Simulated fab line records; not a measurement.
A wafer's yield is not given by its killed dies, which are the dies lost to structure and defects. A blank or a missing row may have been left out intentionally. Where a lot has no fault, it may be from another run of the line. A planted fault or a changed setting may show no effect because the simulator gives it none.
Chamber matching -- flow sky130 -- SKY_VIA3_CMP_24 on cmp-02: 4 sister chambers
The step polishes, stops on SiO2, t overpolish 20 s, target thk 0 nm. 4 wafers are shown with their chamber, then 9 later ones without.

== WAFERS, EACH WITH ITS CHAMBER ==
wafer,chamber,motor-current-A (A)
L084.6,2,11.1
L089.2,1,11.7
L089.3,3,13.3
L089.6,0,8.4

== WAFERS WITHOUT THEIR CHAMBER ==
wafer,motor-current-A (A)
L090.2,8.7
L090.4,11.6
L090.5,11.1
L096.3,10.6
L096.5,11.9
L096.6,10.8
L097.2,8.6
L097.3,10.2
L097.6,11.0

== WHICH CHAMBER EACH WENT THROUGH ==
wafer,from the rows above,in truth
L090.2,0,0
L090.4,can't be placed: 1 or 2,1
L090.5,can't be placed: 2 or 1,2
L096.3,can't be placed: 2 or 1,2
L096.5,can't be placed: 1 or 2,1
L096.6,can't be placed: 2 or 1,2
L097.2,0,0
L097.3,can't be placed: 2 or 1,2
L097.6,can't be placed: 2 or 1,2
Placed correctly: 2 of 9. Not placeable from these rows: 7 (in 7, the candidates include the true chamber). 0 placed wrongly.
How it was worked out, from the rows above alone: a wafer's distance from a chamber is the root of the sum, over the readings, of the square of ((its reading less the chamber's mean) divided by the reading's scatter). If the next closest chamber is less than 2 further off than the closest, the wafer can't be placed; otherwise it belongs to the closest. A chamber's mean is the mean of its shown wafers. The scatter: with one shown wafer a chamber, the root of the mean of the squares of how far each hidden wafer lies from its nearest shown one.
